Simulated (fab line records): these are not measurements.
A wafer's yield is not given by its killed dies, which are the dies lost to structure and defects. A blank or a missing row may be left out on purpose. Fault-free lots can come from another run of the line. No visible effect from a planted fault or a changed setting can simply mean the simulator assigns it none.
Problem report in the 8D (eight disciplines) form, filled by code	flow gf180mcu	the parts of the form that need people (team, actions taken, sign-off) are left out

== 1. WHAT WENT WRONG ==
Wafers free of any fault read 564 (standard deviation 3.9) for LVPWELL_TW at GF_LVPWELL_TW_MEAS_11, against a mean of 620 on 6 wafers of 2 lots. Measured from the usual mean, that is +14 standard deviations.
First seen on wafer L278.1, day 5 15:19, on filmMetro-02. Wafers with a number at this step in the record: 36, from 12 lots. Rule for "out" (also "out of limits"): further than 4 standard deviations from the usual mean. The other wafers with a number count as sound.

== 2. WHAT IT IS, AND WHAT IT ISN'T ==
question	is	is not
which readings at this step	LVPWELL_TW	-
which lots	L278, L279	L271, L272, L277, L280, L283, L284, L285, L288, L291, L294
which wafers of those lots	all that have a number	-
read on which gauges	filmMetro-02, filmMetro-03	filmMetro-01
when	from day 5 15:19	up to then (9 sound wafers); but 21 sound wafers of L280, L283, L284, L285, L288, L291, L294 came after

== 3. THE SUSPECTS, EACH WITH WHAT RULES IT OUT ==
Counting: a tool stays on the suspect list if, at a process step up to the reading, it processed all lots that are out and no sound lot following the first of them.
- the gauge at GF_LVPWELL_TW_MEAS_11 is ruled out. Those wafers that are out were read across 2 gauges (filmMetro-02, filmMetro-03).
- implanter-01 at GF_LVPWELL_IMPLANT_08: ruled out as a lasting fault. Following L278 (day 5 14:55), the first lot on it that is out, the sound lots L294 were run on it.
Left after counting: nothing in the record.

== 4. THE CAUSE (what the simulator had put in) ==
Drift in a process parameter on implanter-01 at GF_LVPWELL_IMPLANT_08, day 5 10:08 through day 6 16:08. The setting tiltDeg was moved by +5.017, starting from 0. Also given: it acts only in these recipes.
Counting ruled it out, wrongly: the rule takes a fault to strike every lot that its tool runs from its start on, and this one did not.

== 5. SEQUENCE OF EFFECTS, ordered by route ==
Each row: a reading where the mean over the struck wafers with a number is more than 3 standard deviations away from the usual. Only readings for which the record gives a usual standard deviation are gone through. hours: the time from each lot's start at the first step in this table that gives one to its start at this step, as a median over the lots. sigmas: the change in usual standard deviations.
hours	step	reading	usual	on struck wafers	change	sigmas
0	GF_LVPWELL_IMPLANT_08	tiltDeg	0.002 degrees	5.023	+5.021	+99 or more
0	GF_LVPWELL_TW_MEAS_11	LVPWELL_TW	564	620	+56	+14
98	GF_VT_IMPLANT_RS_MEAS_48	LVPWELL_RS	1194 ohm/sq	1413	+219	+68
It contains these process steps:
- GF_LVPWELL_IMPLANT_08
At these later measuring or inspecting steps, every struck wafer for which the step has a row has a number for every such reading, and none has moved that far: GF_HV_LDD_TW_MEAS_11, GF_HV_LDD_OVL_MEAS_47.

== 6. HOW IT WOULD HAVE BEEN CAUGHT EARLIER ==
The first out-of-limits reading at a measuring or inspecting step in this record came at day 5 15:19, 5 hours after the fault's start at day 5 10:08.
Tool's own readings at GF_LVPWELL_IMPLANT_08, tiltDeg: out on all struck wafers the step has rows for; an alarm limit on them would have tripped on the first.
